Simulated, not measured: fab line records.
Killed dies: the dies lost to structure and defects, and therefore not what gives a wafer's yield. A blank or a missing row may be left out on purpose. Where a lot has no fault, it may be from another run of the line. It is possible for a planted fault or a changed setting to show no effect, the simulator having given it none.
Which tool was responsible?    flow gf180mcu    36 wafers from 12 lots sampled at 5 of the route's 602 steps

## WHAT EACH GAUGE READ, for each wafer
GF_PSD_RS_MEAS_14: a four-point-probe measurement.
lot   measured      on             NSD_RS (ohm/sq)
L495  day 14 05:08  film_metro-02  46.24 46.23 46.23
L497  day 15 04:43  film_metro-02  46.05 46.23 46.11
L499  day 15 15:37  film_metro-04  46.22 46.23 46.20
L500  day 15 21:09  film_metro-02  46.03 46.07 46.05
L501  day 16 19:41  film_metro-04  42.57 42.67 42.58
L502  day 16 22:41  film_metro-03  42.62 42.62 42.53
L503  day 17 02:26  film_metro-02  42.61 42.52 42.64
L508  day 18 21:27  film_metro-02  46.08 46.22 46.10
L510  day 19 18:16  film_metro-03  46.27 46.27 46.13
L511  day 20 01:53  film_metro-02  46.12 46.01 46.09
L512  day 20 08:25  film_metro-04  46.07 46.11 46.21
L517  day 22 01:44  film_metro-02  46.10 46.05 46.03

GF_PSD_RS_MEAS_15: a four-point-probe measurement.
lot   measured      on             PSD_RS (ohm/sq)
L495  day 14 05:16  film_metro-02  108.86 108.85 108.59
L497  day 15 04:50  film_metro-02  108.74 108.24 108.47
L499  day 15 15:44  film_metro-04  108.63 108.58 108.36
L500  day 15 21:16  film_metro-02  108.43 108.37 108.67
L501  day 16 19:49  film_metro-04  98.31 98.67 98.58
L502  day 16 22:48  film_metro-03  98.35 98.48 98.27
L503  day 17 02:33  film_metro-02  97.96 98.15 98.15
L508  day 18 21:34  film_metro-02  108.13 108.37 108.25
L510  day 19 18:23  film_metro-03  109.10 109.11 108.59
L511  day 20 02:00  film_metro-02  108.59 108.46 108.43
L512  day 20 08:32  film_metro-04  108.52 108.68 108.42
L517  day 22 01:51  film_metro-02  108.60 108.40 108.57

GF_M1_RS_MEAS_05: a four-point-probe measurement.
lot   measured      on             M1_ALCU_RS (ohm/sq)
L495  day 16 03:09  film_metro-02  0.0685 0.0694 0.0693
L497  day 17 04:12  film_metro-04  0.0706 0.0702 0.0698
L499  day 17 16:28  film_metro-02  0.0700 0.0704 0.0697
L500  day 17 21:42  film_metro-03  0.0697 0.0697 0.0700
L501  day 18 21:36  film_metro-04  0.0699 0.0689 0.0701
L502  day 19 01:41  film_metro-02  0.0714 0.0715 0.0714
L503  day 19 04:00  film_metro-03  0.0697 0.0697 0.0700
L508  day 21 00:45  film_metro-04  0.0700 0.0702 0.0705
L510  day 21 21:20  film_metro-03  0.0694 0.0698 0.0691
L511  day 22 05:01  film_metro-03  0.0692 0.0694 0.0697
L512  day 22 10:39  film_metro-04  0.0686 0.0690 0.0689
L517  day 24 03:21  film_metro-03  0.0684 0.0681 0.0677

## TOOL THAT RAN EACH LOT (tool first, then ch and the chambers of the sampled wafers, then the start)
lot   GF_PSD_RTA_13                     GF_M1_SPUTTER_02
L495  rtp_anneal-01 ch 0, day 14 05:03  pvd_sputter-03, day 16 03:04
L497  rtp_anneal-01 ch 0, day 15 04:37  pvd_sputter-04, day 17 04:05
L499  rtp_anneal-02 ch 0, day 15 15:29  pvd_sputter-01, day 17 16:23
L500  rtp_anneal-01 ch 0, day 15 21:04  pvd_sputter-01, day 17 21:37
L501  rtp_anneal-01 ch 0, day 16 19:37  pvd_sputter-03, day 18 21:31
L502  rtp_anneal-01 ch 0, day 16 22:36  pvd_sputter-04, day 19 01:36
L503  rtp_anneal-01 ch 0, day 17 02:21  pvd_sputter-03, day 19 03:55
L508  rtp_anneal-02 ch 0, day 18 21:22  pvd_sputter-01, day 21 00:40
L510  rtp_anneal-01 ch 0, day 19 18:11  pvd_sputter-03, day 21 21:14
L511  rtp_anneal-01 ch 0, day 20 01:48  pvd_sputter-04, day 22 04:55
L512  rtp_anneal-01 ch 0, day 20 08:20  pvd_sputter-01, day 22 10:34
L517  rtp_anneal-01 ch 0, day 22 01:39  pvd_sputter-03, day 24 03:16
- GF_PSD_RTA_13: time 20 s.
- GF_M1_SPUTTER_02: material AlCu, target thk 450 nm, time 23.9 s.

## WHAT THE TOOLS THEMSELVES READ (means of the sampled wafers that have a number; where no wafer has one, the mark that the record gives instead)
GF_PSD_RTA_13.
lot   tool           lamp_power_pct (%)  wafer_temp_C_max
L495  rtp_anneal-01  34.3                1028.3
L497  rtp_anneal-01  34.3                1028.2
L499  rtp_anneal-02  30.5                1029.4
L500  rtp_anneal-01  34.4                1028.5
L501  rtp_anneal-01  34.3                1027.9
L502  rtp_anneal-01  34.3                1027.4
L503  rtp_anneal-01  34.3                1028.6
L508  rtp_anneal-02  30.4                1030.6
L510  rtp_anneal-01  34.3                1028.7
L511  rtp_anneal-01  34.3                1029.0
L512  rtp_anneal-01  34.3                1027.7
L517  rtp_anneal-01  34.3                1028.3

GF_M1_SPUTTER_02.
lot   tool            chamber_pressure_pa (Pa)  throttle_valve_pct (%)
L495  pvd_sputter-03  0.3999                    30.2
L497  pvd_sputter-04  0.4001                    30.6
L499  pvd_sputter-01  0.3995                    31.1
L500  pvd_sputter-01  0.3995                    29.6
L501  pvd_sputter-03  0.4000                    30.1
L502  pvd_sputter-04  0.4005                    30.7
L503  pvd_sputter-03  0.3994                    28.9
L508  pvd_sputter-01  0.4007                    30.3
L510  pvd_sputter-03  0.4001                    28.4
L511  pvd_sputter-04  0.4005                    30.3
L512  pvd_sputter-01  0.4000                    29.6
L517  pvd_sputter-03  0.3994                    29.1

## THE ANSWER, worked out from the rows above alone
Rule: usual is defined by the lots themselves. The widest of any qualifying gaps counts: lots, ordered by their means at a reading, are off when they make up no more than a third of the lots, leave a main group of 4 or more, and stand apart from it by 3 or more times the standard deviation of that group's means. Not used: any main group whose means are identical at the precision the tables above print for the reading. A lot without any number at a reading at which 4 lots or more have one is off too. Where the step has rows for the other lots, those lots are counted as sound. First the gauges in route order, then the tools' own readings, where a lot's mean is used as printed above. At the first step where some lot is off, the reading lying furthest off is the one used; lots without a number count as furthest.
Off: L501, L502, L503, at GF_PSD_RS_MEAS_14 (NSD_RS). Main group: mean 46.14 ohm/sq, sd 0.067.
If a tool, at a process step before that reading, ran all the lots that are off and no sound lot after the first of them, it fits. The gauges at GF_PSD_RS_MEAS_14 are tried like those tools. Of those tried, none fits.

## WHAT THE SIMULATOR HAD PUT IN
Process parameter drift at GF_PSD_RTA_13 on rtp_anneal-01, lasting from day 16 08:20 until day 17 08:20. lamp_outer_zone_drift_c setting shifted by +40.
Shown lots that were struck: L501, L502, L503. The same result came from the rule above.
